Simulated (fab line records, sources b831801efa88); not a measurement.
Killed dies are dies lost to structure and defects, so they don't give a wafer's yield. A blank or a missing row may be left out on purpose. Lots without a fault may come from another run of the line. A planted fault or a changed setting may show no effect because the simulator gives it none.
Which tool did it? | flow gf180mcu | 11 lots, 33 wafers sampled, at 2 steps of a route of 602

WHAT THE GAUGES READ, wafer by wafer
GF_V4_THK_MEAS_25: measures by xrf.
lot  | measured     | on            | V4_W_THK (nm)
L527 | day 24 00:35 | film_metro-02 | 367 366 363
L535 | day 26 22:53 | film_metro-04 | 363 363 363
L537 | day 28 10:18 | film_metro-04 | 362 364 360
L538 | day 28 18:55 | film_metro-03 | 360 361 359
L540 | day 28 20:49 | film_metro-04 | 367 363 358
L539 | day 29 00:14 | film_metro-02 | 358 362 360
L542 | day 29 13:29 | film_metro-03 | 359 359 359
L544 | day 29 23:47 | film_metro-04 | 365 365 368
L545 | day 30 04:17 | film_metro-03 | 357 361 363
L547 | day 30 09:52 | film_metro-02 | 369 377 374
L546 | day 30 14:17 | film_metro-04 | 365 364 368

WHICH TOOL RAN EACH LOT (tool, then ch and the chambers of the sampled wafers, then the start)
lot  | GF_V4_ETCH_16
L527 | rie_diel-01 ch 1,2, day 23 23:35
L535 | rie_diel-03 ch 0,3, day 26 21:49
L537 | rie_diel-01 ch 2,3, day 28 09:14
L538 | rie_diel-01 ch 1,2,3, day 28 17:55
L540 | rie_diel-03 ch 0,1,3, day 28 19:49
L539 | rie_diel-03 ch 0,1, day 28 23:11
L542 | rie_diel-01 ch 0,3, day 29 12:29
L544 | rie_diel-02 ch 0,3, day 29 22:46
L545 | rie_diel-03 ch 1,2,3, day 30 03:17
L547 | rie_diel-01 ch 1,3, day 30 08:52
L546 | rie_diel-01 ch 0,1,3, day 30 13:16
- GF_V4_ETCH_16: etches BARC in N2/H2.

THE ANSWER, worked out from the rows above alone
Rule: what is usual is taken from the lots themselves. Put in order of their means at a reading, lots are off if they are a third of the lots or fewer, leave a main group of 4 or more, and stand apart from it by a gap of 3 or more times the standard deviation of the main group's means; of several such gaps the widest counts. A main group whose means are all the same, to the digits that the tables above print for the reading, isn't used. A lot without any number at a reading at which 4 lots or more have one is off too. The other lots that the step has rows for count as sound.
No lot is off at any reading shown: from this, nothing can be told.

WHAT THE SIMULATOR HAD PUT IN
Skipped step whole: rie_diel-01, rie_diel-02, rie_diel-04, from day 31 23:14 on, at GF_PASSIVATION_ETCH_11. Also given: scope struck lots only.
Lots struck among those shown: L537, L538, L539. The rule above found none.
